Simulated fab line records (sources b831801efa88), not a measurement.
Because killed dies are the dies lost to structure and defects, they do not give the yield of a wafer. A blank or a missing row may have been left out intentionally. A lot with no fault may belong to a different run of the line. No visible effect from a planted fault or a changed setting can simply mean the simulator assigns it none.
Which tool is to blame?    flow gf180mcu    Sampling: 12 lots, 36 wafers, 4 of 602 route steps

WHAT EACH GAUGE READ, for each wafer
GF_V5_THK_MEAS_25: measures by xrf. Usual: for V5_W_THK the level is 348 nm and the standard deviation is 5.2.
lot   measured      on             V5_W_THK (nm)  flag
L287  day 27 10:13  film-metro-04  357 352 360    
L286  day 27 16:22  film-metro-04  349 350 348    
L288  day 28 00:45  film-metro-03  342 343 339    
L289  day 28 06:44  film-metro-03  343 344 342    
L296  day 30 03:59  film-metro-04  353 352 356    
L297  day 30 11:36  film-metro-03  346 346 343    
L298  day 30 13:10  film-metro-04  352 348 359    
L299  day 31 09:12  film-metro-04  351 351 351    
L300  day 31 12:46  film-metro-03  349 345 346    
L301  day 31 16:27  film-metro-04  354 354 350    
L305  day 33 02:03  film-metro-03  347 347 346    
L307  day 33 09:54  film-metro-04  356 354 352    

GF_PASSIVATION_BOW_MEAS_14. Usual: for PASSIVATION_BOW the level is 137 um and the standard deviation is 10.
lot   measured      on             PASSIVATION_BOW (um)  flag
L287  day 29 04:41  film-metro-01  141 147 140           
L286  day 29 09:49  film-metro-01  137 139 137           
L288  day 29 17:49  film-metro-03  138 121 140           
L289  day 30 00:43  film-metro-03  151 148 154           
L296  day 31 19:11  film-metro-02  135 123 127           
L297  day 32 01:16  film-metro-02  126 115 112           
L298  day 32 04:11  film-metro-03  133 144 132           
L299  day 32 21:43  film-metro-01  140 134 137           
L300  day 33 01:59  film-metro-01  134 134 149           
L301  day 33 05:19  film-metro-01  128 124 136           
L305  day 34 11:31  film-metro-02  135 147 152           
L307  day 34 19:59  film-metro-02  118 126 121           

WHAT TOOL EACH LOT RAN ON (gives the tool, then ch and the chambers of the sampled wafers, and finally the start)
lot   GF_STI_CMP_25                 GF_TOP_METAL_SPUTTER_02
L287  cmp-02 ch 1,2, day 2 10:39    pvd-sputter-01, day 27 10:42
L286  cmp-02 ch 1,2, day 2 10:57    pvd-sputter-01, day 27 16:51
L288  cmp-01 ch 0,1,2, day 2 18:42  pvd-sputter-04, day 28 01:14
L289  cmp-02 ch 0,1,3, day 3 02:52  pvd-sputter-04, day 28 07:13
L296  cmp-02 ch 0,1, day 4 07:35    pvd-sputter-04, day 30 04:41
L297  cmp-02 ch 1,2, day 4 12:13    pvd-sputter-03, day 30 12:04
L298  cmp-01 ch 0,1,2, day 4 18:01  pvd-sputter-04, day 30 13:53
L299  cmp-01 ch 0,1, day 4 23:41    pvd-sputter-01, day 31 09:41
L300  cmp-01 ch 0,1, day 5 07:47    pvd-sputter-01, day 31 13:46
L301  cmp-01 ch 0,2,3, day 5 11:58  pvd-sputter-03, day 31 16:55
L305  cmp-01 ch 0,1,2, day 6 09:46  pvd-sputter-01, day 33 02:32
L307  cmp-01 ch 0,1, day 6 19:34    pvd-sputter-03, day 33 10:23
- GF_STI_CMP_25: polishes, stops on Si3N4, t overpolish 33 s, target thk 524.6 nm.
- GF_TOP_METAL_SPUTTER_02: material AlCu, target thk 900 nm, time 47.82 s.

AS READ BY THE TOOLS THEMSELVES (means over the sampled wafers that have a number; for cases with no such wafer, the mark the record gives instead)
GF_STI_CMP_25. Usual: motor-current-A 11.5 A, standard deviation 0.89; overpolish-run-s 33.001 s, standard deviation 0.0095; time-to-endpoint-s 122 s, standard deviation 4.4.
lot   tool    motor-current-A (A)  overpolish-run-s (s)  time-to-endpoint-s (s)  flag
L287  cmp-02  11.6                 33.006                122                     
L286  cmp-02  11.5                 32.996                119                     
L288  cmp-01  11.9                 32.996                120                     
L289  cmp-02  12.2                 33.007                123                     
L296  cmp-02  11.8                 33.000                123                     
L297  cmp-02  10.9                 32.992                123                     
L298  cmp-01  11.2                 33.005                119                     
L299  cmp-01  12.1                 33.002                118                     
L300  cmp-01  12.4                 32.996                117                     
L301  cmp-01  11.0                 33.000                119                     
L305  cmp-01  11.7                 32.999                117                     
L307  cmp-01  12.2                 33.003                113                     

GF_TOP_METAL_SPUTTER_02. Usual: chamber-pressure-pa 0.2999 Pa, standard deviation 0.00058; throttle-valve-pct 29.9 %, standard deviation 1.5.
lot   tool            chamber-pressure-pa (Pa)  throttle-valve-pct (%)  flag
L287  pvd-sputter-01  0.2994                    31.1                    
L286  pvd-sputter-01  0.2997                    30.3                    
L288  pvd-sputter-04  0.3004                    29.5                    
L289  pvd-sputter-04  0.3001                    29.0                    
L296  pvd-sputter-04  0.3001                    29.7                    
L297  pvd-sputter-03  0.2999                    29.9                    
L298  pvd-sputter-04  0.2999                    29.8                    
L299  pvd-sputter-01  0.2998                    31.9                    
L300  pvd-sputter-01  0.3000                    32.7                    
L301  pvd-sputter-03  0.3002                    29.0                    
L305  pvd-sputter-01  0.2995                    31.2                    
L307  pvd-sputter-03  0.3003                    29.2                    

THE ANSWER, worked out from the rows above alone
Rule: take the mean of a lot's wafers that have a number; if it is more than 3 standard deviations from the usual mean, the lot is off. A lot without any number at a reading at which 4 lots or more have one is off too. Where the step has rows for the other lots, those lots are counted as sound. Order of review: gauges by route order, followed by the tools' own readings, for which a lot's mean as printed above is used. At the first step where some lot is off, the reading lying furthest off is the one used; lots without a number count as furthest.
No lot is off at any reading shown: from this, nothing can be told.

WHAT THE SIMULATOR PUT IN
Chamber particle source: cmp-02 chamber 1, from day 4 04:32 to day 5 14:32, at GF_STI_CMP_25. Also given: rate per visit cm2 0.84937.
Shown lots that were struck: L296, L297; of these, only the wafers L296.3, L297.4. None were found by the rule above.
